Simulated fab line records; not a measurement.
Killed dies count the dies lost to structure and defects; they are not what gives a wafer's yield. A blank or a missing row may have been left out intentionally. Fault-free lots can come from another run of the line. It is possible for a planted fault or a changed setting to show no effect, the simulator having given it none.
Which tool was responsible? || flow sky130 || 7 lots, 21 wafers sampled, at 2 steps of a route of 708

WHAT THE GAUGES SHOWED, per wafer
SKY_CONTACT_THK_MEAS_01.
{"lot": "L110", "measured": "day 31 16:17", "on": "filmMetro-01", "CONTACT_CVD_00_THK (nm)": "74.7 76.2 76.0"}
{"lot": "L119", "measured": "day 34 08:32", "on": "filmMetro-02", "CONTACT_CVD_00_THK (nm)": "73.5 73.7 74.7"}
{"lot": "L122", "measured": "day 35 17:29", "on": "filmMetro-03", "CONTACT_CVD_00_THK (nm)": "73.1 75.1 74.7"}
{"lot": "L124", "measured": "day 36 04:26", "on": "filmMetro-01", "CONTACT_CVD_00_THK (nm)": "75.2 75.7 74.7"}
{"lot": "L126", "measured": "day 36 22:37", "on": "filmMetro-02", "CONTACT_CVD_00_THK (nm)": "75.5 74.2 74.5"}
{"lot": "L129", "measured": "day 38 00:09", "on": "filmMetro-03", "CONTACT_CVD_00_THK (nm)": "74.3 75.8 75.1"}
{"lot": "L131", "measured": "day 38 05:12", "on": "filmMetro-02", "CONTACT_CVD_00_THK (nm)": "76.1 76.3 75.2"}

WHAT TOOL EACH LOT RAN ON (gives the tool, then ch and the chambers of the sampled wafers, and finally the start)
{"lot": "L110", "SKY_CONTACT_CVD_00": "pecvd-03 ch 0,1,2, day 31 16:16"}
{"lot": "L119", "SKY_CONTACT_CVD_00": "pecvd-01 ch 0,2, day 34 08:30"}
{"lot": "L122", "SKY_CONTACT_CVD_00": "pecvd-01 ch 0,1, day 35 17:27"}
{"lot": "L124", "SKY_CONTACT_CVD_00": "pecvd-02 ch 0,2, day 36 04:23"}
{"lot": "L126", "SKY_CONTACT_CVD_00": "pecvd-03 ch 0,1,2, day 36 22:35"}
{"lot": "L129", "SKY_CONTACT_CVD_00": "pecvd-01 ch 0,1, day 38 00:07"}
{"lot": "L131", "SKY_CONTACT_CVD_00": "pecvd-03 ch 0,1,2, day 38 05:09"}
- SKY_CONTACT_CVD_00: deposits Si3N4, target thk 75 nm.

THE ANSWER, worked out from the rows above alone
Rule: the usual values come from the lots themselves. The widest of any qualifying gaps counts: lots, ordered by their means at a reading, are off when they make up no more than a third of the lots, leave a main group of 4 or more, and stand apart from it by 3 or more times the standard deviation of that group's means. Not used: any main group whose means are identical at the precision the tables above print for the reading. A lot without any number at a reading at which 4 lots or more have one is off too. The other lots that the step has rows for count as sound.
Across all readings shown, no lot is off: no conclusion can be drawn from this.

WHAT THE SIMULATOR PUT IN
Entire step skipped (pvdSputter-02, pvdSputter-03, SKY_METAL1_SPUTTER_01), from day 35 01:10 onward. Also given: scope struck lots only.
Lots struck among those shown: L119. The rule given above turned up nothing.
